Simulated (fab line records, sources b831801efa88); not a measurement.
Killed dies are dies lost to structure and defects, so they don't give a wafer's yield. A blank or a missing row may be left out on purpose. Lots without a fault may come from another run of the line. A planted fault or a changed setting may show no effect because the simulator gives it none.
Problem report in the 8D (eight disciplines) form, filled by code | flow gf180mcu | the parts of the form that need people (team, actions taken, sign-off) are left out

1. THE PROBLEM
chamber_pressure_pa at GF_TOP_METAL_SPUTTER_04 reads a mean of 0.3455 Pa on 1 wafer of 1 lot; wafers without a fault read 0.4000 Pa with a standard deviation of 0.00079. That is -69 standard deviations from the usual mean.
The step: material TiN, target thk 25 nm, time 20.8 s.
First seen on wafer L296.6, day 28 10:23, on pvd_sputter-03. The record holds 39 wafers of 13 lots with a number at this step. Rule for "out", or "out of limits": more than 4 standard deviations from the usual mean. The other wafers with a number count as sound.

2. WHAT IT IS AND WHAT IT IS NOT
question                    | is                  | is not
which readings at this step | chamber_pressure_pa | throttle_valve_pct
which lots                  | L296                | L293, L294, L300, L305, L307, L308, L309, L310, L312, L313, L314, L315
which wafers of those lots  | L296.6              | L296.2, L296.4
read on which tools         | pvd_sputter-03      | pvd_sputter-02
when                        | from day 28 10:23   | up to then (8 sound wafers); but 30 sound wafers of L300, L305, L307, L308, L309, L310, L312, L313, L314, L315 came after

3. SUSPECTS, AND WHAT RULES EACH OUT
Counting: a tool at a process step up to the reading stays a suspect if it ran every lot that is out. Sound lots after the first of them don't rule it out here, since some wafers of a struck lot are sound.
- pvd_sputter-02 at GF_MIM_SPUTTER_08 (material AlCu, target thk 200 nm, time 10.6 s): kept. It ran the lot that is out, L296 (day 25 18:25).
- rie_diel-03 at GF_V5_ETCH_17 (etches SiO2 in C4F8/O2/Ar, stops on TiN, target depth 855 nm): kept. It ran the lot that is out, L296 (day 28 10:23); its last sound lot up to then is L294 (day 27 12:58). GF_V5_ETCH_17 gives no start for some lots, so the hours and the order of its lots are those of GF_TOP_METAL_SPUTTER_04.
- pvd_sputter-03 at GF_TOP_METAL_SPUTTER_04 (material TiN, target thk 25 nm, time 20.8 s): kept. It ran the lot that is out, L296 (day 28 10:23); its last sound lot up to then is L294 (day 27 12:58). Its own readings are out on those wafers: chamber_pressure_pa.
Left after counting: pvd_sputter-02 at GF_MIM_SPUTTER_08, rie_diel-03 at GF_V5_ETCH_17, pvd_sputter-03 at GF_TOP_METAL_SPUTTER_04.

4. THE CAUSE (what the simulator had put in)
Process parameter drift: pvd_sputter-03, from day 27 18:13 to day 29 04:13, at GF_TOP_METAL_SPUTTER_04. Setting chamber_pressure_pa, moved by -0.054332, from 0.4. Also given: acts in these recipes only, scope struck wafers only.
Counting left 3 suspects, and this tool is among them.

5. THE CHAIN OF EFFECTS, in route order
Each row: a reading whose mean over the struck wafers that have a number lies more than 3 standard deviations from the usual. Only readings for which the record gives a usual standard deviation are gone through. hours: the time from each lot's start at the first step in this table that gives one to its start at this step, as a median over the lots. sigmas: the change in usual standard deviations.
hours | step                    | reading             | usual     | on struck wafers | change  | sigmas
0     | GF_TOP_METAL_SPUTTER_04 | chamber_pressure_pa | 0.4000 Pa | 0.3455           | -0.0545 | -69
The process steps in it:
- GF_TOP_METAL_SPUTTER_04: material TiN, target thk 25 nm, time 20.8 s.

6. WHAT WOULD HAVE CAUGHT IT SOONER
In this record the first reading out of limits was taken at day 28 10:23, 16 hours after the fault began at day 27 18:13.
